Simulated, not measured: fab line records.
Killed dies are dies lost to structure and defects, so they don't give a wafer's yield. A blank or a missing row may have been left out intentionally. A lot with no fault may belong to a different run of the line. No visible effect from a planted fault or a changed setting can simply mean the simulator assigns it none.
What tool caused it?    flow sky130    13 lots, 39 wafers sampled, at 3 steps of a route of 708

WHAT THE GAUGES READ, wafer by wafer
SKY_DNWELL_TW_MEAS_09.
lot   measured     on             DNWELL_TW
L876  day 3 09:04  film_metro-01  1120 1117 1127
L877  day 3 16:35  film_metro-01  1125 1124 1132
L879  day 4 03:18  film_metro-02  1117 1113 1110
L880  day 4 07:26  film_metro-02  1124 1119 1112
L881  day 4 13:39  film_metro-02  30 30 30
L890  day 6 15:16  film_metro-01  1111 1108 1115
L891  day 6 20:09  film_metro-01  1119 1124 1123
L892  day 6 23:10  film_metro-01  1111 1109 1116
L893  day 7 08:47  film_metro-02  1106 1106 1108
L894  day 7 14:18  film_metro-01  1103 1104 1104
L895  day 7 17:41  film_metro-02  1104 1107 1104
L896  day 7 20:29  film_metro-02  1108 1111 1120
L897  day 8 07:56  film_metro-03  1122 1123 1117

SKY_NWELL_TW_MEAS_15.
lot   measured      on             NWELL_TW
L876  day 4 18:33   film_metro-02  1807 1809 1812
L877  day 5 02:23   film_metro-03  1835 1845 1833
L879  day 5 12:00   film_metro-01  1841 1832 1838
L880  day 5 16:53   film_metro-01  1826 1834 1827
L881  day 6 00:18   film_metro-03  1966 1949 1950
L890  day 8 07:12   film_metro-01  1819 1826 1831
L891  day 8 10:53   film_metro-02  1816 1814 1822
L892  day 8 14:42   film_metro-01  1834 1826 1821
L893  day 9 01:23   film_metro-02  1817 1823 1827
L894  day 9 07:02   film_metro-01  1807 1818 1800
L895  day 9 09:47   film_metro-01  1829 1821 1827
L896  day 9 13:51   film_metro-03  1831 1831 1829
L897  day 10 03:56  film_metro-01  1825 1815 1823

WHAT TOOL EACH LOT RAN ON (gives the tool, then ch and the chambers of the sampled wafers, and finally the start)
lot   SKY_DNWELL_EXPOSE_04
L876  iline_stepper-01 ch 0, day 3 01:26
L877  iline_stepper-02 ch 0, day 3 08:34
L879  iline_stepper-01 ch 0, day 3 18:50
L880  iline_stepper-02 ch 0, day 3 22:49
L881  iline_stepper-02 ch 0, day 4 05:46
L890  iline_stepper-02 ch 0, day 6 05:51
L891  iline_stepper-01 ch 0, day 6 10:15
L892  iline_stepper-01 ch 0, day 6 13:03
L893  iline_stepper-01 ch 0, day 6 23:35
L894  iline_stepper-02 ch 0, day 7 03:46
L895  iline_stepper-02 ch 0, day 7 07:35
L896  iline_stepper-02 ch 0, day 7 10:24
L897  iline_stepper-01 ch 0, day 7 22:34
- SKY_DNWELL_EXPOSE_04: exposes mask DNM, target cd 3000 nm.

WHAT THE TOOLS THEMSELVES READ (means of the sampled wafers that have a number; where no wafer has one, the mark that the record gives instead)
The record holds no such reading with a usual standard deviation.

THE ANSWER, worked out from the rows above alone
Rule: the usual values come from the lots themselves. The widest of any qualifying gaps counts: lots, ordered by their means at a reading, are off when they make up no more than a third of the lots, leave a main group of 4 or more, and stand apart from it by 3 or more times the standard deviation of that group's means. The tables above print the reading to a certain number of digits; a main group whose means all agree to those digits is not used. A lot without any number at a reading at which 4 lots or more have one is off too. Any other lot the step has rows for is counted as sound. First the gauges in route order, then the tools' own readings, where a lot's mean is used as printed above. At the first step where some lot is off, the reading lying furthest off is the one used; lots without a number count as furthest.
Off: at SKY_DNWELL_TW_MEAS_09 (DNWELL_TW), L881. Mean 1115 and standard deviation 7.1 in the main group.
A tool fits if, at a process step before that reading, it ran every lot that is off, and no sound lot after the first of them. Not tried: the gauges at SKY_DNWELL_TW_MEAS_09; whatever is off there is also off at SKY_NWELL_TW_MEAS_15, on other tools, and gauge error can't account for it. Not one of the candidates tried fits.

WHAT WAS PUT IN BY THE SIMULATOR
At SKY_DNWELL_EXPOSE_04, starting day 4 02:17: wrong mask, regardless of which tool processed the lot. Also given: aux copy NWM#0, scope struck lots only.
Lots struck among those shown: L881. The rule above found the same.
